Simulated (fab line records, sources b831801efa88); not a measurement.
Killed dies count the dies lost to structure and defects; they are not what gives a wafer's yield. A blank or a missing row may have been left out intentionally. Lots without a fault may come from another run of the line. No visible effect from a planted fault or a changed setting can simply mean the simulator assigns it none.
Which tool did it? + flow sky130 + 33 wafers from 11 lots sampled at 4 of the route's 708 steps

== WHAT THE GAUGES READ, wafer by wafer ==
SKY_SD_N_CD_MEAS_07 targets a cd of 380 nm. Usual: cd nm at 379.6 nm, with a standard deviation of 2.4.
| lot  | measured     | on        | cd nm (nm)                          | flag |
|------|--------------|-----------|-------------------------------------|------|
| L560 | day 28 03:41 | cd sem-01 | 378.9 379.8 380.1                   |      |
| L562 | day 28 14:49 | cd sem-02 | 380.5 380.9 380.0                   |      |
| L563 | day 28 20:34 | cd sem-02 | 381.3 385.4 381.1                   |      |
| L564 | day 29 05:24 | cd sem-01 | 380.2 378.7 378.0                   |      |
| L565 | day 29 13:13 | cd sem-01 | 376.8 379.8 378.2                   |      |
| L566 | day 29 22:47 | cd sem-01 | 381.0 381.2 381.6                   |      |
| L567 | day 30 20:12 | cd sem-01 | 378.7 380.0 378.8                   |      |
| L575 | day 32 20:47 | cd sem-02 | 348.1 345.0 346.1 348.3 345.2 346.1 | OFF  |
| L577 | day 33 15:53 | cd sem-01 | 351.0 351.7 351.3 351.4 352.2 351.3 | OFF  |
| L579 | day 34 00:15 | cd sem-01 | 381.4 378.6 381.6                   |      |
| L582 | day 35 00:35 | cd sem-01 | 378.6 376.8 376.7                   |      |

SKY_CONTACT_THK_MEAS_26: measures by xrf. Usual: CONTACT_W_THK 340 nm, standard deviation 4.1.
| lot  | measured     | on            | CONTACT_W_THK (nm) | flag |
|------|--------------|---------------|--------------------|------|
| L560 | day 31 21:11 | film metro-04 | 344 345 346        |      |
| L562 | day 32 07:58 | film metro-01 | 339 341 341        |      |
| L563 | day 32 14:45 | film metro-01 | 336 333 339        |      |
| L564 | day 32 21:42 | film metro-03 | 329 333 332        |      |
| L565 | day 33 05:47 | film metro-03 | 333 341 337        |      |
| L566 | day 33 14:41 | film metro-03 | 345 337 341        |      |
| L567 | day 34 10:58 | film metro-03 | 340 337 340        |      |
| L575 | day 36 10:10 | film metro-01 | 340 339 341        |      |
| L577 | day 37 04:20 | film metro-04 | 344 345 343        |      |
| L579 | day 37 12:38 | film metro-01 | 343 341 341        |      |
| L582 | day 38 12:07 | film metro-03 | 345 341 342        |      |

== EACH LOT AND THE TOOL THAT RAN IT (in order: tool; ch and the chambers of the sampled wafers; start) ==
| lot  | SKY_POLY_GATE_STRIP_18               | SKY_SD_N_EXPOSE_04                  |
|------|--------------------------------------|-------------------------------------|
| L560 | plasma asher-04 ch 0,1, day 16 13:31 | iline stepper-02 ch 0, day 27 13:44 |
| L562 | plasma asher-04 ch 0,1, day 17 01:17 | iline stepper-02 ch 0, day 28 01:25 |
| L563 | plasma asher-02 ch 0,1, day 17 04:23 | iline stepper-02 ch 0, day 28 07:22 |
| L564 | plasma asher-04 ch 0,1, day 17 16:56 | iline stepper-02 ch 0, day 28 15:48 |
| L565 | plasma asher-02 ch 0,1, day 18 01:47 | iline stepper-02 ch 0, day 28 23:16 |
| L566 | plasma asher-02 ch 0,1, day 18 09:56 | iline stepper-02 ch 0, day 29 09:24 |
| L567 | plasma asher-04 ch 0,1, day 19 09:47 | iline stepper-01 ch 0, day 30 05:46 |
| L575 | plasma asher-02 ch 0,1, day 21 15:56 | iline stepper-02 ch 0, day 32 08:00 |
| L577 | plasma asher-03 ch 0,1, day 22 13:13 | iline stepper-02 ch 0, day 33 02:49 |
| L579 | plasma asher-04 ch 0,1, day 23 03:53 | iline stepper-01 ch 0, day 33 11:15 |
| L582 | plasma asher-04 ch 0,1, day 24 06:10 | iline stepper-01 ch 0, day 34 11:20 |
- SKY_POLY_GATE_STRIP_18: strips in O2/N2.
- SKY_SD_N_EXPOSE_04: exposes mask NSDM, target cd 380 nm.

== AS READ BY THE TOOLS THEMSELVES (means over the sampled wafers that have a number; for cases with no such wafer, the mark the record gives instead) ==
SKY_POLY_GATE_STRIP_18. Usual: drypump motor current A 5.7 A, standard deviation 0.33; oes product au 0.361 a.u., standard deviation 0.0045; strip time to endpoint s 3.174 s, standard deviation 0.025.
| lot  | tool            | drypump motor current A (A) | oes product au (a.u.) | strip time to endpoint s (s) | flag |
|------|-----------------|-----------------------------|-----------------------|------------------------------|------|
| L560 | plasma asher-04 | 5.8                         | 0.359                 | 3.161                        |      |
| L562 | plasma asher-04 | 5.8                         | 0.360                 | 3.201                        |      |
| L563 | plasma asher-02 | 6.1                         | 0.361                 | 3.162                        |      |
| L564 | plasma asher-04 | 5.8                         | 0.364                 | 3.191                        |      |
| L565 | plasma asher-02 | 6.1                         | 0.363                 | 3.198                        |      |
| L566 | plasma asher-02 | 5.9                         | 0.363                 | 3.196                        |      |
| L567 | plasma asher-04 | 5.8                         | 0.364                 | 3.178                        |      |
| L575 | plasma asher-02 | 5.9                         | 0.360                 | 3.174                        |      |
| L577 | plasma asher-03 | 5.2                         | 0.362                 | 3.146                        |      |
| L579 | plasma asher-04 | 5.7                         | 0.363                 | 3.173                        |      |
| L582 | plasma asher-04 | 5.7                         | 0.360                 | 3.156                        |      |

SKY_SD_N_EXPOSE_04. Usual: exposure dose mJ cm2 at 141.00, with a standard deviation of 0.14.
| lot  | tool             | exposure dose mJ cm2 | flag |
|------|------------------|----------------------|------|
| L560 | iline stepper-02 | 140.97               |      |
| L562 | iline stepper-02 | 141.04               |      |
| L563 | iline stepper-02 | 141.05               |      |
| L564 | iline stepper-02 | 141.13               |      |
| L565 | iline stepper-02 | 141.00               |      |
| L566 | iline stepper-02 | 140.91               |      |
| L567 | iline stepper-01 | 140.97               |      |
| L575 | iline stepper-02 | 125.31               | OFF  |
| L577 | iline stepper-02 | 128.22               | OFF  |
| L579 | iline stepper-01 | 140.90               |      |
| L582 | iline stepper-01 | 141.09               |      |

== THE ANSWER, worked out from the rows above alone ==
Rule: take the mean of a lot's wafers that have a number; if it is more than 3 standard deviations from the usual mean, the lot is off. A lot without any number at a reading at which 4 lots or more have one is off too. Where the step has rows for the other lots, those lots are counted as sound. Order of review: gauges by route order, followed by the tools' own readings, for which a lot's mean as printed above is used. The first step at which some lot is off is used, and at that step the reading that is off furthest; a lot without a number counts as furthest.
Off: L575, L577 (SKY_SD_N_CD_MEAS_07, cd nm).
A tool fits if, at a process step before that reading, it ran every lot that is off, and no sound lot after the first of them. The gauges at SKY_SD_N_CD_MEAS_07 aren't tried: what is off there is off at SKY_SD_N_EXPOSE_04 too, on other tools, and a gauge's error can't cause that. One fits: SKY_SD_N_EXPOSE_04 on iline stepper-02. A fault onset in the window from L566 (day 29 09:24, its last sound lot) to L575 (day 32 08:00, its first lot off) fits.
On the lots that are off, the tool's own readings at SKY_SD_N_EXPOSE_04 differ by more than 5 times the standard deviation of the sound lots' means, which bears it out; exposure dose mJ cm2 reads 126.77 there versus 141.01 on the sound lots.

== WHAT THE SIMULATOR PUT IN ==
Drift in process parameters on iline stepper-02 at SKY_SD_N_EXPOSE_04, starting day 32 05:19. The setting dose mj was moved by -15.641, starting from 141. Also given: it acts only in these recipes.
Lots struck among those shown: L575, L577. Same finding as the rule above.
